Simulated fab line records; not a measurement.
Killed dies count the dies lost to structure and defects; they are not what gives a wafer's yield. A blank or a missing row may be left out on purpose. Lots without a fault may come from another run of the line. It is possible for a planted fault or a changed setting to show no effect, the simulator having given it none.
Matching of chambers + flow sky130 + 4 sister chambers for SKY_LI_CONTACT_CMP_02 on cmp-02
The step polishes PSG. 16 wafers are shown with their chamber, then 8 later ones without.

## EACH WAFER AND ITS CHAMBER
| wafer  | chamber | motor_current_A (A) | time_to_endpoint_s (s) |
|--------|---------|---------------------|------------------------|
| L930.1 | 3       | 10.3                | 39.5                   |
| L930.2 | 2       | 12.6                | 30.3                   |
| L930.3 | 0       | 11.4                | 32.4                   |
| L935.1 | 3       | 10.3                | 34.5                   |
| L935.4 | 1       | 12.7                | 31.5                   |
| L935.5 | 0       | 10.7                | 31.5                   |
| L938.1 | 3       | 10.7                | 36.2                   |
| L938.3 | 1       | 12.4                | 32.6                   |
| L938.4 | 0       | 10.7                | 31.3                   |
| L941.1 | 1       | 12.2                | 34.4                   |
| L941.2 | 3       | 10.3                | 36.5                   |
| L941.5 | 1       | 11.7                | 33.3                   |
| L942.1 | 1       | 12.8                | 32.3                   |
| L942.3 | 2       | 12.1                | 37.2                   |
| L942.6 | 2       | 12.0                | 35.6                   |
| L948.1 | 3       | 10.2                | 34.5                   |

SIGNATURES (averages over the wafers above)
| reading            | chamber 0 | chamber 1 | chamber 2 | chamber 3 | scatter within a chamber |
|--------------------|-----------|-----------|-----------|-----------|--------------------------|
| motor_current_A    | 10.933    | 12.360    | 12.233    | 10.360    | 0.348                    |
| time_to_endpoint_s | 31.733    | 32.820    | 34.367    | 36.240    | 2.01                     |
Rule: a wafer's distance from a chamber is the root of the sum, over the readings, of the square of ((its reading less the chamber's mean) divided by the reading's scatter). If the next closest chamber is less than 2 further off than the closest, the wafer can't be placed; otherwise it belongs to the closest. The scatter is the square root of a quotient: the sum, over the shown wafers, of each reading's squared deviation from its chamber's mean, divided by wafers minus chambers.

## WAFERS MISSING THEIR CHAMBER
| wafer  | motor_current_A (A) | time_to_endpoint_s (s) |
|--------|---------------------|------------------------|
| L948.4 | 12.0                | 30.7                   |
| L948.5 | 12.7                | 28.8                   |
| L949.3 | 11.4                | 32.6                   |
| L949.5 | 11.1                | 33.7                   |
| L949.6 | 12.3                | 33.8                   |
| L952.2 | 10.6                | 33.3                   |
| L952.4 | 11.2                | 38.5                   |
| L952.5 | 10.3                | 33.9                   |

## WHICH CHAMBER EACH ONE RAN IN
| wafer  | from the rows above               | in truth |
|--------|-----------------------------------|----------|
| L948.4 | can't be placed: 1 or 2 or 0      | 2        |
| L948.5 | can't be placed: 1 or 2           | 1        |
| L949.3 | can't be placed: 0 or 2 or 1      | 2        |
| L949.5 | can't be placed: 0 or 3           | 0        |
| L949.6 | can't be placed: 2 or 1           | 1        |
| L952.2 | can't be placed: 0 or 3           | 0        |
| L952.4 | can't be placed: 3 or 0 or 2 or 1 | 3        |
| L952.5 | can't be placed: 3 or 0           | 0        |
0 of 8 placed correctly. Cannot be placed on the basis of these rows: 8; the candidates contain the true chamber in 8. Wrongly placed: 0.
